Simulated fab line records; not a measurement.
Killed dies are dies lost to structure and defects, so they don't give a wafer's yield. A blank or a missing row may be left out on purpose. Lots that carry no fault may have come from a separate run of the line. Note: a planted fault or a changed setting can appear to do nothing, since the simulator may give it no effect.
What tool caused it?	flow sky130	Sampling: 11 lots, 33 wafers, 5 of 708 route steps

== WHAT THE GAUGES READ, wafer by wafer ==
SKY_VIA2_RS_MEAS_22: the measuring method here is four-point-probe.
lot	measured	on	VIA2_W_RS (ohm/sq)
L546	day 36 15:28	film metro-03	0.272 0.275 0.273
L547	day 36 23:49	film metro-04	0.275 0.272 0.278
L548	day 37 08:56	film metro-04	0.271 0.270 0.267
L549	day 38 00:41	film metro-04	0.274 0.276 0.277
L550	day 38 08:33	film metro-04	0.272 0.274 0.272
L551	day 38 13:24	film metro-01	0.278 0.273 0.273
L555	day 39 21:37	film metro-04	0.275 0.274 0.275
L557	day 40 11:50	film metro-03	0.276 0.279 0.273
L561	day 41 06:29	film metro-01	0.274 0.272 0.277
L564	day 42 11:13	film metro-04	0.276 0.273 0.279
L566	day 42 20:23	film metro-04	0.271 0.274 0.273

SKY_CAPM_OVL_MEAS_12.
lot	measured	on	CAPM_OVL (nm)
L546	day 37 17:52	overlay-02	0.2 0.0 0.8
L547	day 38 01:35	overlay-02	0.0 -1.2 -0.9
L548	day 38 11:52	overlay-01	1.0 -0.3 -0.2
L549	day 39 02:46	overlay-02	1.1 2.0 -0.1
L550	day 39 10:26	overlay-02	-0.6 -0.9 -1.6
L551	day 39 15:06	overlay-01	0.8 -0.1 -0.3
L555	day 40 22:55	overlay-01	-0.2 -0.5 -0.7
L557	day 41 12:57	overlay-01	-1.7 -1.3 -2.6
L561	day 42 07:04	overlay-02	-1.5 -0.7 -1.4
L564	day 43 10:47	overlay-01	0.3 -1.2 0.5
L566	day 43 18:55	overlay-02	-0.1 -0.1 -2.4

SKY_CAP2M_THK_MEAS_01.
lot	measured	on	CAP2M_CVD_00_THK (nm)
L546	day 40 00:44	film metro-04	15.45 15.30 15.79
L547	day 40 08:13	film metro-02	15.57 15.70 15.45
L548	day 40 17:38	film metro-04	14.94 15.29 15.24
L549	day 41 08:22	film metro-04	15.42 15.82 15.61
L550	day 41 15:48	film metro-02	15.39 15.61 15.74
L551	day 41 20:05	film metro-04	15.28 15.61 15.71
L555	day 43 03:16	film metro-04	15.14 14.11 15.59 15.12 14.07 15.54
L557	day 43 15:50	film metro-04	15.38 15.84 15.57
L561	day 44 09:26	film metro-02	14.08 14.01 15.69 14.07 14.09 15.63
L564	day 45 12:14	film metro-04	15.54 15.67 15.50
L566	day 45 19:16	film metro-04	15.12 15.56 15.40

SKY_CAP2M_OVL_MEAS_12.
lot	measured	on	CAP2M_OVL (nm)
L546	day 41 00:46	overlay-01	-0.1 2.0 0.7
L547	day 41 08:08	overlay-02	1.8 0.8 1.8
L548	day 41 18:26	overlay-01	0.7 -0.7 0.1
L549	day 42 08:10	overlay-01	0.6 -0.2 0.5
L550	day 42 16:09	overlay-02	-3.3 -1.2 -2.4
L551	day 42 19:41	overlay-01	-1.2 0.0 -0.2
L555	day 44 03:10	overlay-01	0.8 1.3 1.8
L557	day 44 15:04	overlay-01	0.8 1.6 1.1
L561	day 45 07:41	overlay-02	-0.5 0.9 2.0
L564	day 46 09:32	overlay-01	2.7 3.1 2.3
L566	day 46 15:52	overlay-01	-0.1 -0.8 -0.8

== WHICH TOOL RAN EACH LOT (tool, then ch and the chambers of the sampled wafers, then the start) ==
lot	SKY_CAP2M_CVD_00
L546	pecvd-04 ch 0,1, day 40 00:43
L547	pecvd-04 ch 0,1,2, day 40 08:11
L548	pecvd-04 ch 0,1, day 40 17:37
L549	pecvd-03 ch 0,1,2, day 41 08:21
L550	pecvd-03 ch 1,2, day 41 15:46
L551	pecvd-04 ch 1,2, day 41 20:04
L555	pecvd-03 ch 0,1, day 43 03:14
L557	pecvd-04 ch 0,2, day 43 15:48
L561	pecvd-03 ch 0,1,2, day 44 09:25
L564	pecvd-02 ch 0,1,2, day 45 12:02
L566	pecvd-02 ch 0,1,2, day 45 19:14
- SKY_CAP2M_CVD_00: deposits SiO2, target thk 15.5 nm.

== AS READ BY THE TOOLS THEMSELVES (means over the sampled wafers that have a number; for cases with no such wafer, the mark the record gives instead) ==
SKY_CAP2M_CVD_00.
lot	tool	heater power w (W)	rf fwd power W (W)
L546	pecvd-04	779	438.8
L547	pecvd-04	823	441.3
L548	pecvd-04	888	441.4
L549	pecvd-03	854	441.1
L550	pecvd-03	935	439.4
L551	pecvd-04	822	441.8
L555	pecvd-03	792	444.0
L557	pecvd-04	919	442.3
L561	pecvd-03	847	440.2
L564	pecvd-02	832	442.0
L566	pecvd-02	763	442.0

== THE ANSWER, worked out from the rows above alone ==
Rule: the lots themselves supply what counts as usual. The widest of any qualifying gaps counts: lots, ordered by their means at a reading, are off when they make up no more than a third of the lots, leave a main group of 4 or more, and stand apart from it by 3 or more times the standard deviation of that group's means. The tables above print the reading to a certain number of digits; a main group whose means all agree to those digits is not used. Also off: a lot with no number at a reading for which 4 or more lots have one. The other lots that the step has rows for count as sound. Order of review: gauges by route order, followed by the tools' own readings, for which a lot's mean as printed above is used. The first step at which some lot is off is used, and at that step the reading that is off furthest; a lot without a number counts as furthest.
No lot is off at any reading shown: from this, nothing can be told.

== WHAT WAS PUT IN BY THE SIMULATOR ==
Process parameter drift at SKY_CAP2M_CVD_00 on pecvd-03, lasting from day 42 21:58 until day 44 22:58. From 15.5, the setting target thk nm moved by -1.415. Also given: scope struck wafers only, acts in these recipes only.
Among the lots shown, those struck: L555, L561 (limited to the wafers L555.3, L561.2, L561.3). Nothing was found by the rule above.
